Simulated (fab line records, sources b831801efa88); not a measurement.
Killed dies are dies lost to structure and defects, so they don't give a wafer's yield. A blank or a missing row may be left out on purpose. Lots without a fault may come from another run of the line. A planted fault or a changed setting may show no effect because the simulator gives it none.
Which tool did it? | flow gf180mcu | 24 lots, 72 wafers sampled, at 6 steps of a route of 602

WHAT THE GAUGES READ, wafer by wafer
GF_DUAL_GATE_OVL_MEAS_11.
lot  | measured     | on         | DUAL_GATE_OVL (nm)
L074 | day 8 08:41  | overlay-02 | -0.7 -0.4 -2.3
L075 | day 8 13:45  | overlay-01 | -0.5 -0.7 0.1
L076 | day 8 22:04  | overlay-02 | 0.9 -0.4 -2.4
L077 | day 9 05:23  | overlay-01 | -0.9 -1.0 -1.8
L078 | day 9 19:10  | overlay-01 | -1.9 -1.3 -2.8
L079 | day 10 02:35 | overlay-01 | 0.4 -1.5 0.4
L080 | day 10 04:37 | overlay-01 | -2.0 -0.6 -1.0
L081 | day 10 12:05 | overlay-02 | 0.4 0.8 1.1
L082 | day 10 20:06 | overlay-01 | -1.7 -3.4 -2.0
L083 | day 11 04:23 | overlay-02 | 1.0 -1.6 -1.0
L084 | day 11 07:48 | overlay-02 | 0.8 0.3 0.9
L085 | day 11 15:32 | overlay-01 | -1.6 -3.1 -0.5
L086 | day 11 21:29 | overlay-01 | -1.3 -1.4 -1.5
L087 | day 12 06:51 | overlay-02 | -0.4 0.9 -1.6
L088 | day 12 11:13 | overlay-02 | -1.5 -0.5 0.3
L089 | day 12 15:10 | overlay-01 | -0.1 2.4 -0.8
L090 | day 12 23:55 | overlay-02 | -0.5 -1.0 -0.6
L091 | day 13 07:30 | overlay-02 | 1.2 0.2 1.2
L092 | day 13 15:48 | overlay-01 | 1.3 0.2 1.2
L093 | day 13 22:14 | overlay-02 | 1.1 1.1 -0.4
L094 | day 14 05:40 | overlay-02 | -3.7 -2.1 -0.9
L095 | day 14 11:04 | overlay-02 | 1.2 0.2 0.5
L096 | day 14 16:36 | overlay-02 | 0.0 -0.5 -2.0
L097 | day 15 12:20 | overlay-01 | -0.9 -1.3 -0.2

GF_M2_OVL_MEAS_15.
lot  | measured     | on         | M2_OVL (nm)
L074 | day 19 03:58 | overlay-01 | -1 4 -2
L075 | day 19 13:25 | overlay-01 | -2 -2 -2
L076 | day 19 23:46 | overlay-02 | -1 -3 -6
L077 | day 20 09:36 | overlay-01 | -6 -4 -2
L078 | day 21 05:12 | overlay-02 | 8 7 7
L079 | day 21 18:37 | overlay-01 | 0 5 5
L080 | day 21 21:30 | overlay-02 | -8 -3 -5
L081 | day 22 01:55 | overlay-02 | -7 -8 -7
L082 | day 22 18:46 | overlay-01 | -10 1 -1
L083 | day 23 00:13 | overlay-02 | 0 5 1
L084 | day 23 04:56 | overlay-01 | -3 -2 9
L085 | day 23 11:48 | overlay-02 | 5 9 7
L086 | day 23 18:18 | overlay-02 | -4 -5 2
L087 | day 24 06:30 | overlay-01 | 0 -5 0
L088 | day 24 10:08 | overlay-01 | 10 -2 5
L089 | day 24 15:09 | overlay-02 | -6 -2 4
L090 | day 24 23:35 | overlay-02 | 2 2 -5
L091 | day 25 09:20 | overlay-01 | 5 0 1
L092 | day 25 15:18 | overlay-01 | 5 2 1
L093 | day 25 23:14 | overlay-02 | 6 4 6
L094 | day 26 06:54 | overlay-01 | 1 1 1
L095 | day 26 11:30 | overlay-02 | -1 0 4
L096 | day 26 18:25 | overlay-02 | -1 -2 -2
L097 | day 27 12:16 | overlay-01 | -2 3 -3

GF_M4_OVL_MEAS_15.
lot  | measured     | on         | M4_OVL (nm)
L074 | day 23 08:16 | overlay-02 | 0 3 5
L075 | day 23 19:19 | overlay-01 | -6 -7 -4
L076 | day 24 04:13 | overlay-02 | 1 1 -1
L077 | day 24 12:26 | overlay-01 | 2 -1 4
L078 | day 25 07:29 | overlay-01 | -1 -4 3
L079 | day 25 19:08 | overlay-02 | 1 -4 4
L080 | day 25 20:10 | overlay-01 | 1 1 -2
L081 | day 26 00:33 | overlay-02 | -5 -7 1
L082 | day 26 15:42 | overlay-02 | 1 3 2
L083 | day 26 21:12 | overlay-02 | 2 -6 -1
L084 | day 27 01:45 | overlay-02 | 0 -5 -5
L085 | day 27 07:23 | overlay-01 | -4 -11 -4
L086 | day 27 13:35 | overlay-02 | -4 0 -2
L087 | day 28 01:00 | overlay-02 | -1 -3 -3
L088 | day 28 02:45 | overlay-01 | -11 -7 -5
L089 | day 28 08:50 | overlay-02 | 5 -1 -1
L090 | day 28 15:41 | overlay-02 | -3 0 0
L091 | day 29 00:51 | overlay-02 | 0 0 3
L092 | day 29 05:31 | overlay-02 | 6 -5 6
L093 | day 29 14:05 | overlay-02 | 5 5 4
L094 | day 29 20:09 | overlay-01 | 0 -2 -9
L095 | day 30 01:18 | overlay-02 | 0 2 -6
L096 | day 30 06:59 | overlay-01 | -1 -3 -1
L097 | day 30 23:06 | overlay-01 | -10 -8 -2

WHICH TOOL RAN EACH LOT (tool, then ch and the chambers of the sampled wafers, then the start)
lot  | GF_CONTACT_ETCH_16                 | GF_M1_SPUTTER_03             | GF_M4_SPUTTER_02
L074 | rie_diel-03 ch 0,3, day 16 02:29   | pvd_sputter-03, day 16 04:01 | pvd_sputter-04, day 22 10:08
L075 | rie_diel-04 ch 0,1, day 16 07:05   | pvd_sputter-03, day 16 13:13 | pvd_sputter-02, day 22 20:34
L076 | rie_diel-02 ch 0,2,3, day 16 21:24 | pvd_sputter-04, day 16 22:51 | pvd_sputter-02, day 23 05:12
L077 | rie_diel-02 ch 0,3, day 17 05:15   | pvd_sputter-02, day 17 06:33 | pvd_sputter-04, day 23 13:58
L078 | rie_diel-03 ch 1,2, day 18 00:18   | pvd_sputter-02, day 18 01:36 | pvd_sputter-04, day 24 09:55
L079 | rie_diel-03 ch 2,3, day 18 13:23   | pvd_sputter-02, day 18 14:41 | pvd_sputter-04, day 24 21:20
L080 | rie_diel-03 ch 1,2, day 18 15:23   | pvd_sputter-02, day 18 16:41 | pvd_sputter-01, day 24 23:07
L081 | rie_diel-04 ch 0,1,2, day 18 21:24 | pvd_sputter-04, day 18 22:42 | pvd_sputter-02, day 25 03:32
L082 | rie_diel-03 ch 2,3, day 19 14:33   | pvd_sputter-02, day 19 15:57 | pvd_sputter-02, day 25 18:46
L083 | rie_diel-04 ch 0,1,2, day 19 20:23 | pvd_sputter-02, day 19 21:41 | pvd_sputter-02, day 26 00:13
L084 | rie_diel-03 ch 0,3, day 19 23:57   | pvd_sputter-02, day 20 01:15 | pvd_sputter-02, day 26 05:02
L085 | rie_diel-04 ch 0,1,2, day 20 08:35 | pvd_sputter-03, day 20 09:54 | pvd_sputter-04, day 26 10:42
L086 | rie_diel-04 ch 1,2,3, day 20 15:26 | pvd_sputter-02, day 20 16:44 | pvd_sputter-04, day 26 17:12
L087 | rie_diel-02 ch 0,1,2, day 21 04:38 | pvd_sputter-02, day 21 05:57 | pvd_sputter-01, day 27 05:01
L088 | rie_diel-04 ch 1,3, day 21 09:34   | pvd_sputter-03, day 21 10:54 | pvd_sputter-01, day 27 06:20
L089 | rie_diel-03 ch 0,2,3, day 21 13:56 | pvd_sputter-02, day 21 15:14 | pvd_sputter-02, day 27 12:40
L090 | rie_diel-02 ch 0,1, day 21 23:47   | pvd_sputter-04, day 22 01:05 | pvd_sputter-02, day 27 20:13
L091 | rie_diel-04 ch 0,1,3, day 22 09:23 | pvd_sputter-03, day 22 10:43 | pvd_sputter-02, day 28 05:13
L092 | rie_diel-04 ch 2,3, day 22 16:35   | pvd_sputter-03, day 22 17:55 | pvd_sputter-02, day 28 10:11
L093 | rie_diel-04 ch 1,2,3, day 23 01:50 | pvd_sputter-02, day 23 03:08 | pvd_sputter-04, day 28 18:41
L094 | rie_diel-02 ch 0,1,3, day 23 10:05 | pvd_sputter-04, day 23 11:24 | pvd_sputter-01, day 29 01:53
L095 | rie_diel-03 ch 0,1,2, day 23 14:08 | pvd_sputter-02, day 23 15:27 | pvd_sputter-02, day 29 06:25
L096 | rie_diel-04 ch 1,2, day 23 21:59   | pvd_sputter-03, day 23 23:18 | pvd_sputter-04, day 29 12:10
L097 | rie_diel-04 ch 1,2, day 24 16:46   | pvd_sputter-02, day 24 18:04 | pvd_sputter-01, day 30 04:44
- GF_CONTACT_ETCH_16: etches BARC in N2/H2.
- GF_M1_SPUTTER_03: material Ti, target thk 10 nm, time 6.7 s.
- GF_M4_SPUTTER_02: material AlCu, target thk 450 nm, time 23.9 s.

WHAT THE TOOLS THEMSELVES READ (means of the sampled wafers that have a number; where no wafer has one, the mark that the record gives instead)
GF_CONTACT_ETCH_16.
lot  | tool        | drypump_motor_current_A (A) | h2_flow_sccm (sccm) | oes_product_au (a.u.) | throttle_valve_pct (%)
L074 | rie_diel-03 | 5.6                         | 199.5               | 0.853                 | 13.227
L075 | rie_diel-04 | 5.8                         | 199.5               | 0.860                 | 13.227
L076 | rie_diel-02 | 5.0                         | 199.7               | 0.854                 | 13.228
L077 | rie_diel-02 | 5.0                         | 200.2               | 0.851                 | 13.232
L078 | rie_diel-03 | 5.6                         | 200.1               | 0.855                 | 13.230
L079 | rie_diel-03 | 5.6                         | 199.9               | 0.857                 | 13.220
L080 | rie_diel-03 | 5.6                         | 200.6               | 0.853                 | 13.224
L081 | rie_diel-04 | 5.6                         | 200.6               | 0.854                 | 13.216
L082 | rie_diel-03 | 5.6                         | 199.5               | 0.852                 | 13.221
L083 | rie_diel-04 | 5.6                         | 199.6               | 0.857                 | 13.233
L084 | rie_diel-03 | 5.5                         | 200.5               | 0.853                 | 13.232
L085 | rie_diel-04 | 5.6                         | 200.0               | 0.854                 | 13.221
L086 | rie_diel-04 | 5.1                         | 200.3               | 0.851                 | 13.230
L087 | rie_diel-02 | 5.4                         | 199.9               | 0.850                 | 13.229
L088 | rie_diel-04 | 5.3                         | 200.1               | 0.854                 | 13.223
L089 | rie_diel-03 | 5.5                         | 200.3               | 0.848                 | 13.230
L090 | rie_diel-02 | 5.4                         | 200.5               | 0.856                 | 13.227
L091 | rie_diel-04 | 5.5                         | 199.5               | 0.856                 | 13.234
L092 | rie_diel-04 | 4.8                         | 200.2               | 0.851                 | 13.217
L093 | rie_diel-04 | 5.1                         | 200.2               | 0.854                 | 13.224
L094 | rie_diel-02 | 5.4                         | 200.2               | 0.850                 | 13.221
L095 | rie_diel-03 | 5.5                         | 200.0               | 0.855                 | 13.225
L096 | rie_diel-04 | 5.3                         | 199.8               | 0.849                 | 13.223
L097 | rie_diel-04 | 5.3                         | 199.9               | 0.858                 | 13.230

GF_M1_SPUTTER_03.
lot  | tool           | chamber_pressure_pa (Pa) | throttle_valve_pct (%)
L074 | pvd_sputter-03 | 0.3050                   | 28.1
L075 | pvd_sputter-03 | 0.3051                   | 28.9
L076 | pvd_sputter-04 | 0.3054                   | 29.8
L077 | pvd_sputter-02 | 0.3052                   | 29.4
L078 | pvd_sputter-02 | 0.3051                   | 28.1
L079 | pvd_sputter-02 | 0.3053                   | 28.8
L080 | pvd_sputter-02 | 0.3048                   | 28.0
L081 | pvd_sputter-04 | 0.3051                   | 29.5
L082 | pvd_sputter-02 | 0.3052                   | 28.8
L083 | pvd_sputter-02 | 0.3044                   | 29.3
L084 | pvd_sputter-02 | 0.3054                   | 29.1
L085 | pvd_sputter-03 | 0.3056                   | 29.5
L086 | pvd_sputter-02 | 0.3050                   | 28.7
L087 | pvd_sputter-02 | 0.3048                   | 29.1
L088 | pvd_sputter-03 | 0.3047                   | 29.0
L089 | pvd_sputter-02 | 0.3051                   | 28.6
L090 | pvd_sputter-04 | 0.3052                   | 30.1
L091 | pvd_sputter-03 | 0.3055                   | 30.0
L092 | pvd_sputter-03 | 0.3058                   | 29.1
L093 | pvd_sputter-02 | 0.3054                   | 29.0
L094 | pvd_sputter-04 | 0.3052                   | 30.3
L095 | pvd_sputter-02 | 0.3052                   | 28.9
L096 | pvd_sputter-03 | 0.3049                   | 29.6
L097 | pvd_sputter-02 | 0.3057                   | 28.8

GF_M4_SPUTTER_02.
lot  | tool           | chamber_pressure_pa (Pa) | throttle_valve_pct (%)
L074 | pvd_sputter-04 | 0.4001                   | 29.6
L075 | pvd_sputter-02 | 0.4001                   | 28.1
L076 | pvd_sputter-02 | 0.3999                   | 29.1
L077 | pvd_sputter-04 | 0.4008                   | 30.2
L078 | pvd_sputter-04 | 0.4004                   | 29.8
L079 | pvd_sputter-04 | 0.4005                   | 30.9
L080 | pvd_sputter-01 | 0.4003                   | 29.9
L081 | pvd_sputter-02 | 0.3998                   | 28.1
L082 | pvd_sputter-02 | 0.3998                   | 28.9
L083 | pvd_sputter-02 | 0.3999                   | 28.3
L084 | pvd_sputter-02 | 0.4009                   | 29.1
L085 | pvd_sputter-04 | 0.4005                   | 29.6
L086 | pvd_sputter-04 | 0.4002                   | 31.0
L087 | pvd_sputter-01 | 0.4004                   | 29.2
L088 | pvd_sputter-01 | 0.3999                   | 28.6
L089 | pvd_sputter-02 | 0.4003                   | 28.8
L090 | pvd_sputter-02 | 0.4009                   | 28.2
L091 | pvd_sputter-02 | 0.4001                   | 28.2
L092 | pvd_sputter-02 | 0.3997                   | 28.9
L093 | pvd_sputter-04 | 0.3997                   | 30.5
L094 | pvd_sputter-01 | 0.3991                   | 28.8
L095 | pvd_sputter-02 | 0.4003                   | 29.6
L096 | pvd_sputter-04 | 0.3994                   | 31.0
L097 | pvd_sputter-01 | 0.4001                   | 28.8

THE ANSWER, worked out from the rows above alone
Rule: what is usual is taken from the lots themselves. Put in order of their means at a reading, lots are off if they are a third of the lots or fewer, leave a main group of 4 or more, and stand apart from it by a gap of 3 or more times the standard deviation of the main group's means; of several such gaps the widest counts. A main group whose means are all the same, to the digits that the tables above print for the reading, isn't used. A lot without any number at a reading at which 4 lots or more have one is off too. The other lots that the step has rows for count as sound. The gauges are gone through in route order, then the tools' own readings, and for those a lot's mean is taken as printed above. The first step at which some lot is off is used, and at that step the reading that is off furthest; a lot without a number counts as furthest.
No lot is off at any reading shown: from this, nothing can be told.

WHAT THE SIMULATOR HAD PUT IN
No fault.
